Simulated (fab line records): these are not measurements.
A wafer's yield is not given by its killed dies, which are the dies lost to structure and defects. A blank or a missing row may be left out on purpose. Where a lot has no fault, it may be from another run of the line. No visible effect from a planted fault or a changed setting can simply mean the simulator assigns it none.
The tool behind it: which one?	flow sky130	Sampling: 11 lots, 33 wafers, 2 of 708 route steps

== WHAT THE GAUGES SHOWED, per wafer ==
SKY_VT_ADJUST_NCORE_CD_MEAS_07: target cd 380 nm.
lot	measured	on	cd-nm (nm)
L412	day 8 21:18	cd-sem-01	383.4 382.8 385.1
L413	day 9 10:58	cd-sem-01	372.8 376.1 373.9
L414	day 9 12:08	cd-sem-02	381.8 382.7 379.2
L418	day 10 16:00	cd-sem-01	378.7 378.6 379.0
L419	day 10 16:18	cd-sem-02	384.5 384.7 382.0
L424	day 12 07:09	cd-sem-02	382.0 382.0 379.6
L427	day 12 23:32	cd-sem-02	363.6 363.9 364.6
L428	day 13 07:59	cd-sem-01	363.5 362.1 363.7
L429	day 13 11:46	cd-sem-02	382.4 382.0 383.0
L430	day 13 17:19	cd-sem-01	376.9 378.2 379.9
L431	day 14 05:20	cd-sem-01	381.7 383.2 380.9

== TOOL THAT RAN EACH LOT (tool first, then ch and the chambers of the sampled wafers, then the start) ==
lot	SKY_VT_ADJUST_NCORE_COAT_02
L412	litho-track-01 ch 0, day 8 10:59
L413	litho-track-01 ch 0, day 8 23:58
L414	litho-track-03 ch 0, day 9 01:17
L418	litho-track-03 ch 0, day 10 04:22
L419	litho-track-01 ch 0, day 10 04:50
L424	litho-track-04 ch 0, day 11 19:06
L427	litho-track-03 ch 0, day 12 11:47
L428	litho-track-03 ch 0, day 12 19:20
L429	litho-track-01 ch 0, day 12 22:31
L430	litho-track-04 ch 0, day 13 03:38
L431	litho-track-04 ch 0, day 13 16:57
- SKY_VT_ADJUST_NCORE_COAT_02: resist thk 1140 nm.

== THE ANSWER, worked out from the rows above alone ==
Rule: the lots themselves supply what counts as usual. The widest of any qualifying gaps counts: lots, ordered by their means at a reading, are off when they make up no more than a third of the lots, leave a main group of 4 or more, and stand apart from it by 3 or more times the standard deviation of that group's means. If all means in a main group match to the digits the tables above print for the reading, that group is not used. A lot without any number at a reading at which 4 lots or more have one is off too. The other lots that the step has rows for count as sound.
Off, at SKY_VT_ADJUST_NCORE_CD_MEAS_07 on cd-nm: L427, L428. For the main group the mean is 380.6 nm and the standard deviation 2.9.
A tool fits if, at a process step before that reading, it ran every lot that is off, and no sound lot after the first of them. Those tools and the gauges at SKY_VT_ADJUST_NCORE_CD_MEAS_07 are tried in the same way. One candidate fits, namely litho-track-03 at SKY_VT_ADJUST_NCORE_COAT_02. Its last sound lot is L418 (day 10 04:22), its first lot that is off L427 (day 12 11:47): a fault that began between those two fits.

== WHAT THE SIMULATOR HAD INSERTED ==
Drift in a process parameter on litho-track-03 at SKY_VT_ADJUST_NCORE_COAT_02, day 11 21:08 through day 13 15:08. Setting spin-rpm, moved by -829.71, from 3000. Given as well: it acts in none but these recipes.
Lots struck among those shown: L427, L428. The same result came from the rule above.
